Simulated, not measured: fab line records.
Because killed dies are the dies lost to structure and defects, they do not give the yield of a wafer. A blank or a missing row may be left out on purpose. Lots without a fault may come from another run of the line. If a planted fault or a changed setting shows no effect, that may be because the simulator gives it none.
Which tool was responsible? || flow sky130 || 12 lots, 36 wafers sampled, at 5 steps of a route of 708

== WHAT THE GAUGES READ, wafer by wafer ==
The record holds no reading of a measuring or inspecting step that can be judged against a usual standard deviation.

== TOOL THAT RAN EACH LOT (tool first, then ch and the chambers of the sampled wafers, then the start) ==
{"lot": "L317", "SKY_CONTACT_CMP_27": "cmp-02 ch 0,1, day 31 23:32", "SKY_METAL2_SPUTTER_01": "pvdSputter-01, day 34 09:25", "SKY_METAL2_DEVELOP_14": "lithoTrack-01 ch 0, day 35 08:00", "SKY_VIA2_ETCH_15": "rieDiel-02 ch 1,3, day 36 22:12", "SKY_PAD_OPEN_PROBE_99": "-"}
{"lot": "L318", "SKY_CONTACT_CMP_27": "cmp-01 ch 0,3, day 32 09:40", "SKY_METAL2_SPUTTER_01": "pvdSputter-04, day 35 18:23", "SKY_METAL2_DEVELOP_14": "lithoTrack-04 ch 0, day 36 08:00", "SKY_VIA2_ETCH_15": "rieDiel-04 ch 0,3, day 37 10:37", "SKY_PAD_OPEN_PROBE_99": "-"}
{"lot": "L319", "SKY_CONTACT_CMP_27": "cmp-02 ch 1,2,3, day 32 13:49", "SKY_METAL2_SPUTTER_01": "pvdSputter-04, day 35 19:21", "SKY_METAL2_DEVELOP_14": "lithoTrack-01 ch 0, day 36 11:00", "SKY_VIA2_ETCH_15": "rieDiel-02 ch 1,2,3, day 37 13:38", "SKY_PAD_OPEN_PROBE_99": "-"}
{"lot": "L323", "SKY_CONTACT_CMP_27": "cmp-02 ch 0,1,2, day 33 22:01", "SKY_METAL2_SPUTTER_01": "pvdSputter-01, day 36 16:50", "SKY_METAL2_DEVELOP_14": "lithoTrack-03 ch 0, day 37 17:00", "SKY_VIA2_ETCH_15": "rieDiel-04 ch 0,2,3, day 38 20:32", "SKY_PAD_OPEN_PROBE_99": "-"}
{"lot": "L328", "SKY_CONTACT_CMP_27": "cmp-01 ch 0,2,3, day 36 00:28", "SKY_METAL2_SPUTTER_01": "pvdSputter-04, day 38 03:32", "SKY_METAL2_DEVELOP_14": "lithoTrack-03 ch 0, day 39 04:00", "SKY_VIA2_ETCH_15": "rieDiel-03 ch 1,2,3, day 40 07:16", "SKY_PAD_OPEN_PROBE_99": "-"}
{"lot": "L330", "SKY_CONTACT_CMP_27": "cmp-01 ch 0,2,3, day 36 21:36", "SKY_METAL2_SPUTTER_01": "pvdSputter-04, day 39 03:47", "SKY_METAL2_DEVELOP_14": "lithoTrack-01 ch 0, day 40 04:00", "SKY_VIA2_ETCH_15": "rieDiel-03 ch 1,2,3, day 41 06:20", "SKY_PAD_OPEN_PROBE_99": "-"}
{"lot": "L329", "SKY_CONTACT_CMP_27": "cmp-01 ch 1,2,3, day 36 22:50", "SKY_METAL2_SPUTTER_01": "pvdSputter-04, day 39 05:13", "SKY_METAL2_DEVELOP_14": "lithoTrack-03 ch 0, day 40 06:00", "SKY_VIA2_ETCH_15": "rieDiel-03 ch 0,3, day 41 09:43", "SKY_PAD_OPEN_PROBE_99": "-"}
{"lot": "L332", "SKY_CONTACT_CMP_27": "cmp-02 ch 2,3, day 36 23:52", "SKY_METAL2_SPUTTER_01": "pvdSputter-01, day 39 05:17", "SKY_METAL2_DEVELOP_14": "lithoTrack-04 ch 0, day 40 06:00", "SKY_VIA2_ETCH_15": "rieDiel-02 ch 0,1,3, day 41 10:04", "SKY_PAD_OPEN_PROBE_99": "-"}
{"lot": "L334", "SKY_CONTACT_CMP_27": "cmp-02 ch 0,2, day 37 19:47", "SKY_METAL2_SPUTTER_01": "pvdSputter-01, day 40 01:54", "SKY_METAL2_DEVELOP_14": "lithoTrack-01 ch 0, day 41 01:00", "SKY_VIA2_ETCH_15": "rieDiel-04 ch 0,1,2, day 42 03:53", "SKY_PAD_OPEN_PROBE_99": "-"}
{"lot": "L335", "SKY_CONTACT_CMP_27": "cmp-02 ch 1,2,3, day 38 00:50", "SKY_METAL2_SPUTTER_01": "pvdSputter-01, day 40 07:47", "SKY_METAL2_DEVELOP_14": "lithoTrack-04 ch 0, day 41 08:00", "SKY_VIA2_ETCH_15": "rieDiel-04 ch 0,1, day 42 10:50", "SKY_PAD_OPEN_PROBE_99": "-"}
{"lot": "L337", "SKY_CONTACT_CMP_27": "cmp-01 ch 0,2,3, day 38 18:18", "SKY_METAL2_SPUTTER_01": "pvdSputter-04, day 40 22:01", "SKY_METAL2_DEVELOP_14": "lithoTrack-01 ch 0, day 41 21:00", "SKY_VIA2_ETCH_15": "rieDiel-02 ch 0,2,3, day 42 22:59", "SKY_PAD_OPEN_PROBE_99": "prober-02, day 50 21:01"}
{"lot": "L338", "SKY_CONTACT_CMP_27": "cmp-02 ch 2,3, day 39 02:16", "SKY_METAL2_SPUTTER_01": "pvdSputter-04, day 41 07:38", "SKY_METAL2_DEVELOP_14": "lithoTrack-04 ch 0, day 42 08:00", "SKY_VIA2_ETCH_15": "rieDiel-04 ch 0,1,2, day 43 10:34", "SKY_PAD_OPEN_PROBE_99": "-"}
- SKY_CONTACT_CMP_27: polishes, stops on SiO2, t overpolish 15 s, target thk 0 nm.
- SKY_METAL2_SPUTTER_01: material TiN, target thk 20 nm, time 16.7 s.
- SKY_METAL2_DEVELOP_14: develop time 60 s.
- SKY_VIA2_ETCH_15: etches SiO2 in C4F8/O2/Ar, stops on TiN, target depth 546 nm, time 84 s.
- SKY_PAD_OPEN_PROBE_99

== WHAT THE TOOLS THEMSELVES READ (means of the sampled wafers that have a number; where no wafer has one, the mark that the record gives instead) ==
SKY_CONTACT_CMP_27.
{"lot": "L317", "tool": "cmp-02", "motorCurrentA (A)": 12.0, "overpolishRunS (s)": 15.011, "timeToEndpointS (s)": 83}
{"lot": "L318", "tool": "cmp-01", "motorCurrentA (A)": 10.5, "overpolishRunS (s)": 14.993, "timeToEndpointS (s)": 85}
{"lot": "L319", "tool": "cmp-02", "motorCurrentA (A)": 10.5, "overpolishRunS (s)": 15.003, "timeToEndpointS (s)": 80}
{"lot": "L323", "tool": "cmp-02", "motorCurrentA (A)": 11.4, "overpolishRunS (s)": 14.991, "timeToEndpointS (s)": 84}
{"lot": "L328", "tool": "cmp-01", "motorCurrentA (A)": 10.3, "overpolishRunS (s)": 14.994, "timeToEndpointS (s)": 83}
{"lot": "L330", "tool": "cmp-01", "motorCurrentA (A)": 10.1, "overpolishRunS (s)": 14.989, "timeToEndpointS (s)": 83}
{"lot": "L329", "tool": "cmp-01", "motorCurrentA (A)": 11.3, "overpolishRunS (s)": 15.000, "timeToEndpointS (s)": 86}
{"lot": "L332", "tool": "cmp-02", "motorCurrentA (A)": 9.7, "overpolishRunS (s)": 14.995, "timeToEndpointS (s)": 76}
{"lot": "L334", "tool": "cmp-02", "motorCurrentA (A)": 11.2, "overpolishRunS (s)": 14.999, "timeToEndpointS (s)": 82}
{"lot": "L335", "tool": "cmp-02", "motorCurrentA (A)": 10.6, "overpolishRunS (s)": 14.993, "timeToEndpointS (s)": 84}
{"lot": "L337", "tool": "cmp-01", "motorCurrentA (A)": 10.6, "overpolishRunS (s)": 15.003, "timeToEndpointS (s)": 83}
{"lot": "L338", "tool": "cmp-02", "motorCurrentA (A)": 9.9, "overpolishRunS (s)": 14.993, "timeToEndpointS (s)": 81}

SKY_METAL2_SPUTTER_01.
{"lot": "L317", "tool": "pvdSputter-01", "throttleValvePct (%)": 30.5}
{"lot": "L318", "tool": "pvdSputter-04", "throttleValvePct (%)": 29.9}
{"lot": "L319", "tool": "pvdSputter-04", "throttleValvePct (%)": 29.6}
{"lot": "L323", "tool": "pvdSputter-01", "throttleValvePct (%)": 30.1}
{"lot": "L328", "tool": "pvdSputter-04", "throttleValvePct (%)": 30.0}
{"lot": "L330", "tool": "pvdSputter-04", "throttleValvePct (%)": 30.5}
{"lot": "L329", "tool": "pvdSputter-04", "throttleValvePct (%)": 30.1}
{"lot": "L332", "tool": "pvdSputter-01", "throttleValvePct (%)": 30.1}
{"lot": "L334", "tool": "pvdSputter-01", "throttleValvePct (%)": 30.4}
{"lot": "L335", "tool": "pvdSputter-01", "throttleValvePct (%)": 30.6}
{"lot": "L337", "tool": "pvdSputter-04", "throttleValvePct (%)": 30.5}
{"lot": "L338", "tool": "pvdSputter-04", "throttleValvePct (%)": 30.6}

SKY_METAL2_DEVELOP_14.
{"lot": "L317", "tool": "lithoTrack-01", "developerTempC (C)": 20.74, "resistLineTempC (C)": 23.01}
{"lot": "L318", "tool": "lithoTrack-04", "developerTempC (C)": 20.99, "resistLineTempC (C)": 22.99}
{"lot": "L319", "tool": "lithoTrack-01", "developerTempC (C)": 20.94, "resistLineTempC (C)": 22.93}
{"lot": "L323", "tool": "lithoTrack-03", "developerTempC (C)": 20.86, "resistLineTempC (C)": 22.95}
{"lot": "L328", "tool": "lithoTrack-03", "developerTempC (C)": 21.77, "resistLineTempC (C)": 23.08}
{"lot": "L330", "tool": "lithoTrack-01", "developerTempC (C)": 21.02, "resistLineTempC (C)": 22.84}
{"lot": "L329", "tool": "lithoTrack-03", "developerTempC (C)": 21.86, "resistLineTempC (C)": 23.10}
{"lot": "L332", "tool": "lithoTrack-04", "developerTempC (C)": 20.98, "resistLineTempC (C)": 22.88}
{"lot": "L334", "tool": "lithoTrack-01", "developerTempC (C)": 21.05, "resistLineTempC (C)": 22.89}
{"lot": "L335", "tool": "lithoTrack-04", "developerTempC (C)": 20.85, "resistLineTempC (C)": 23.08}
{"lot": "L337", "tool": "lithoTrack-01", "developerTempC (C)": 21.09, "resistLineTempC (C)": 23.09}
{"lot": "L338", "tool": "lithoTrack-04", "developerTempC (C)": 20.99, "resistLineTempC (C)": 22.98}

SKY_VIA2_ETCH_15.
{"lot": "L317", "tool": "rieDiel-02", "chamberPressureMTorr (mTorr)": 40.03, "oesProductAu (a.u.)": 0.941}
{"lot": "L318", "tool": "rieDiel-04", "chamberPressureMTorr (mTorr)": 40.00, "oesProductAu (a.u.)": 0.939}
{"lot": "L319", "tool": "rieDiel-02", "chamberPressureMTorr (mTorr)": 40.00, "oesProductAu (a.u.)": 0.938}
{"lot": "L323", "tool": "rieDiel-04", "chamberPressureMTorr (mTorr)": 40.00, "oesProductAu (a.u.)": 0.939}
{"lot": "L328", "tool": "rieDiel-03", "chamberPressureMTorr (mTorr)": 39.98, "oesProductAu (a.u.)": 0.937}
{"lot": "L330", "tool": "rieDiel-03", "chamberPressureMTorr (mTorr)": 40.00, "oesProductAu (a.u.)": 0.933}
{"lot": "L329", "tool": "rieDiel-03", "chamberPressureMTorr (mTorr)": 40.01, "oesProductAu (a.u.)": 0.942}
{"lot": "L332", "tool": "rieDiel-02", "chamberPressureMTorr (mTorr)": 39.94, "oesProductAu (a.u.)": 0.941}
{"lot": "L334", "tool": "rieDiel-04", "chamberPressureMTorr (mTorr)": 39.97, "oesProductAu (a.u.)": 0.940}
{"lot": "L335", "tool": "rieDiel-04", "chamberPressureMTorr (mTorr)": 40.04, "oesProductAu (a.u.)": 0.936}
{"lot": "L337", "tool": "rieDiel-02", "chamberPressureMTorr (mTorr)": 39.97, "oesProductAu (a.u.)": 0.938}
{"lot": "L338", "tool": "rieDiel-04", "chamberPressureMTorr (mTorr)": 40.02, "oesProductAu (a.u.)": 0.939}

SKY_PAD_OPEN_PROBE_99.
{"lot": "L337", "tool": "prober-02", "defectLimitedYield (%)": 82.4, "killed_at_M0_to_M3": 39, "killed_at_M4_up": 2.7, "killedAtContacts": 31, "killedAtFrontEnd": 13, "killedAtOther": 0.7, "killedDies": 86, "killedOpen": 53, "killedShort": 32, "sort_bin_3_pad_short (%)": 0.6, "sort_bin_5_function (%)": 10.1, "sort_bin_6_memory (%)": 6.8, "sortNPass": 406, "sortYieldPct (%)": 82.4}

== THE ANSWER, worked out from the rows above alone ==
Rule: the lots themselves supply what counts as usual. The widest of any qualifying gaps counts: lots, ordered by their means at a reading, are off when they make up no more than a third of the lots, leave a main group of 4 or more, and stand apart from it by 3 or more times the standard deviation of that group's means. A main group is skipped when, at the precision printed for the reading in the tables above, its means are all equal. Also off: a lot with no number at a reading for which 4 or more lots have one. The other lots that the step has rows for count as sound. First the gauges in route order, then the tools' own readings, where a lot's mean is used as printed above. The first step at which some lot is off is used, and at that step the reading that is off furthest; a lot without a number counts as furthest.
Off: L328, L329 (SKY_METAL2_DEVELOP_14, developerTempC). Mean 20.95 C and standard deviation 0.1 in the main group.
If a tool, at that step or one of the process steps before it, ran each lot that is off and ran no sound lot following the first of them, it fits. One fits: SKY_METAL2_DEVELOP_14 on lithoTrack-03. Its last sound lot is L323 (day 37 17:00), its first lot that is off L328 (day 39 04:00): a fault that began between those two fits.
On the lots that are off, the tool's own readings at SKY_METAL2_DEVELOP_14 differ by more than 5 times the standard deviation of the sound lots' means, which bears it out; developerTempC reads 21.81 C there versus 20.95 C on the sound lots.

== WHAT THE SIMULATOR HAD PUT IN ==
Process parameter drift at SKY_METAL2_DEVELOP_14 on lithoTrack-03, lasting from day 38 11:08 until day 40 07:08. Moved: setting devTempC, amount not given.
Struck lots among those shown: L328, L329. The rule above found the same.
